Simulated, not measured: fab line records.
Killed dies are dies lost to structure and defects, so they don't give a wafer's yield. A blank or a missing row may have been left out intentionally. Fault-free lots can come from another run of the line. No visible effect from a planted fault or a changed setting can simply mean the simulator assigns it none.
8D (eight disciplines) problem report, filled in by code -- flow gf180mcu -- the parts of the form that need people (team, actions taken, sign-off) are left out

== 1. WHAT WENT WRONG ==
Across 6 wafers from 2 lots, VT_IMPLANT_03_OVL at GF_VT_IMPLANT_OVL_MEAS_40 averages 115.1 nm, while fault-free wafers read 0.2 nm with a standard deviation of 1.4. That puts it +82 standard deviations away from the usual mean.
Seen first at day 10 14:55 on overlay-01, wafer L813.1. Wafers with a number at this step in the record: 39, from 13 lots. Rule for "out" (also "out of limits"): further than 4 standard deviations from the usual mean. The rest of the wafers with a number are treated as sound.

== 2. WHAT THIS IS AND IS NOT ==
question,is,is not
which readings at this step,VT_IMPLANT_03_OVL,-
which lots,"L813, L818","L802, L803, L804, L805, L806, L807, L808, L810, L811, L815, L821"
which wafers of those lots,all that have a number,-
read on which gauges,"overlay-01, overlay-02",-
when,from day 10 14:55,"up to then (27 sound wafers); but 6 sound wafers of L815, L821 came after"

== 3. WHAT RULES OUT EACH SUSPECT ==
Counting: a tool at a process step up to the reading stays a suspect if it ran every lot that is out and no sound lot after the first of them.
- ruled out: the gauge at GF_VT_IMPLANT_OVL_MEAS_40. 2 gauges (overlay-01, overlay-02) read the wafers that are out.
- ilineStepper-02 at GF_VT_IMPLANT_EXPOSE_37 (exposes mask Nwell HV AREA, target cd 860 nm): kept. It processed each lot that is out, first L813 at day 10 07:05, and no sound lot thereafter; up to then, the last sound lot it processed was L808 at day 8 20:35.
Remaining after the count: ilineStepper-02 at GF_VT_IMPLANT_EXPOSE_37.

== 4. THE CAUSE (what the simulator had put in) ==
Scanner matching overlay: ilineStepper-02, from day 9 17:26 on, at GF_VT_IMPLANT_EXPOSE_37. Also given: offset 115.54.
Only this tool survived the counting.

== 5. THE EFFECT CHAIN, in route order ==
One row per reading whose mean, taken over the struck wafers that have a number, lies over 3 standard deviations from the usual. Readings are gone through only where the record gives a usual standard deviation; hours: the median, over the lots, of the time from a lot's start at the first step in this table giving one to that lot's start at this step; sigmas: the change measured in usual standard deviations.
hours,step,reading,usual,on struck wafers,change,sigmas
0,GF_VT_IMPLANT_OVL_MEAS_40,VT_IMPLANT_03_OVL,0.2 nm,115.1,+114.9,+82
At these later measuring or inspecting steps, every struck wafer for which the step has a row has a number for every such reading, and none has moved that far: GF_PSD_OVL_MEAS_08.

== 6. HOW IT WOULD HAVE BEEN CAUGHT EARLIER ==
21 hours passed between the start of the fault at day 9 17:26 and the first reading out of limits at a measuring or inspecting step in this record, taken at day 10 14:55.
Of the tool readings at GF_VT_IMPLANT_EXPOSE_37 for which the record gives a usual standard deviation, none was out on any struck wafer, so an alarm limit of 4 standard deviations on them would not have fired.
Among the 2 lots that are out, L818 began GF_VT_IMPLANT_EXPOSE_37 on ilineStepper-02 after day 10 14:55. A tool hold placed at that time would have kept it from harm.
